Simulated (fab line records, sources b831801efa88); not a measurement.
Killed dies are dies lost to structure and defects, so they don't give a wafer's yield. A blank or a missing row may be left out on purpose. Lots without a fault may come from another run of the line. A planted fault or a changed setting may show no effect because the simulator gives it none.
Tool commonality check | flow gf180mcu | 12 lots, 36 wafers sampled

WHY IT WAS OPENED
At GF_V4_CD_MEAS_14 the reading cd_nm is flagged on 3 of 12 lots. Wafers without a fault read 260.2 nm, standard deviation 1.1.
Rule: a lot is flagged when every wafer of it that has a number lies more than 4 standard deviations from that mean, or none has a number. The other lots count as sound.

lot  | measured     | on        | cd_nm (nm), wafer by wafer | flag
L842 | day 24 10:28 | cd_sem-02 | 260.8 262.1 261.0          |
L843 | day 24 18:37 | cd_sem-02 | 259.9 258.1 259.2          |
L844 | day 24 23:00 | cd_sem-01 | 259.7 258.8 258.9          |
L847 | day 26 02:15 | cd_sem-01 | 271.8 271.6 271.9          | FLAGGED
L848 | day 26 15:28 | cd_sem-01 | 269.6 269.5 268.9          | FLAGGED
L849 | day 26 18:57 | cd_sem-02 | 268.8 267.4 267.9          | FLAGGED
L853 | day 28 01:50 | cd_sem-01 | 261.1 261.0 260.7          |
L854 | day 28 12:59 | cd_sem-01 | 260.3 259.6 260.7          |
L856 | day 29 10:06 | cd_sem-01 | 259.7 260.7 261.1          |
L858 | day 29 17:22 | cd_sem-01 | 259.7 259.8 259.1          |
L862 | day 30 17:10 | cd_sem-01 | 259.9 259.2 259.3          |
L864 | day 30 22:29 | cd_sem-01 | 261.3 261.6 262.9          |
The numbers of the flagged lots are 269.7 nm on average: +9.5 nm against the usual, or +9 standard deviations.

WHICH TOOL RAN EACH LOT
The record holds 2 process steps before the reading, out of a route of 602 steps. In each cell: the tool, then ch and the chambers that the sampled wafers went through, then the start.
lot  | flag    | GF_M4_SPUTTER_04             | GF_V4_PEB_12
L842 |         | pvd_sputter-01, day 22 11:22 | litho_track-01 ch 0, day 24 10:08
L843 |         | pvd_sputter-04, day 22 20:22 | litho_track-03 ch 0, day 24 18:16
L844 |         | pvd_sputter-04, day 23 01:02 | litho_track-01 ch 0, day 24 22:39
L847 | FLAGGED | pvd_sputter-01, day 24 05:19 | litho_track-01 ch 0, day 26 01:54
L848 | FLAGGED | pvd_sputter-01, day 24 19:05 | litho_track-01 ch 0, day 26 15:08
L849 | FLAGGED | pvd_sputter-04, day 24 23:02 | litho_track-01 ch 0, day 26 18:36
L853 |         | pvd_sputter-01, day 26 07:29 | litho_track-03 ch 0, day 28 01:30
L854 |         | pvd_sputter-04, day 26 19:15 | litho_track-02 ch 0, day 28 12:38
L856 |         | pvd_sputter-04, day 27 16:51 | litho_track-03 ch 0, day 29 09:39
L858 |         | pvd_sputter-02, day 28 01:27 | litho_track-03 ch 0, day 29 17:01
L862 |         | pvd_sputter-02, day 29 03:40 | litho_track-02 ch 0, day 30 16:50
L864 |         | pvd_sputter-04, day 29 08:14 | litho_track-02 ch 0, day 30 22:08
What these steps do:
- GF_M4_SPUTTER_04: material TiN, target thk 50 nm, time 41.7 s.
- GF_V4_PEB_12: peb time 90 s.
- GF_V4_CD_MEAS_14: target cd 260 nm.

FLAGGED OVER TOTAL, TOOL BY TOOL (the gauges that took the reading come last)
step             | tool           | lots run | flagged | share of the flagged lots | sound lots run after its first flagged lot
GF_M4_SPUTTER_04 | pvd_sputter-01 | 4        | 2       | some                      | 1 (L853)
GF_M4_SPUTTER_04 | pvd_sputter-02 | 2        | 0       | none                      | -
GF_M4_SPUTTER_04 | pvd_sputter-04 | 6        | 1       | some                      | 3 (L854,L856,L864)
GF_V4_PEB_12     | litho_track-01 | 5        | 3       | all                       | 0
GF_V4_PEB_12     | litho_track-02 | 3        | 0       | none                      | -
GF_V4_PEB_12     | litho_track-03 | 4        | 0       | none                      | -
GF_V4_CD_MEAS_14 | cd_sem-01      | 9        | 2       | some                      | 6 (L853,L854,L856,L858,L862,L864)
GF_V4_CD_MEAS_14 | cd_sem-02      | 3        | 1       | some                      | 0

WHAT THE TABLE ALLOWS
1 row of the table ran every flagged lot: litho_track-01 at GF_V4_PEB_12.
- litho_track-01 at GF_V4_PEB_12: 3 of its 5 lots flagged. Its last sound lot is L844 (day 24 22:39), its first flagged lot L847 (day 26 01:54): a fault that began between those two fits. Its own readings lie more than 4 standard deviations out on every wafer of the flagged lots: heater_power_total_W, plate_temp_C.
One tool is left: litho_track-01 at GF_V4_PEB_12.

WHAT THE SIMULATOR HAD PUT IN
Process parameter drift: litho_track-01, from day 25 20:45 on, at GF_V4_PEB_12. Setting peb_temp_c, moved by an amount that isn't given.
Lots struck among those shown: L847, L848, L849. The rule above found the same.
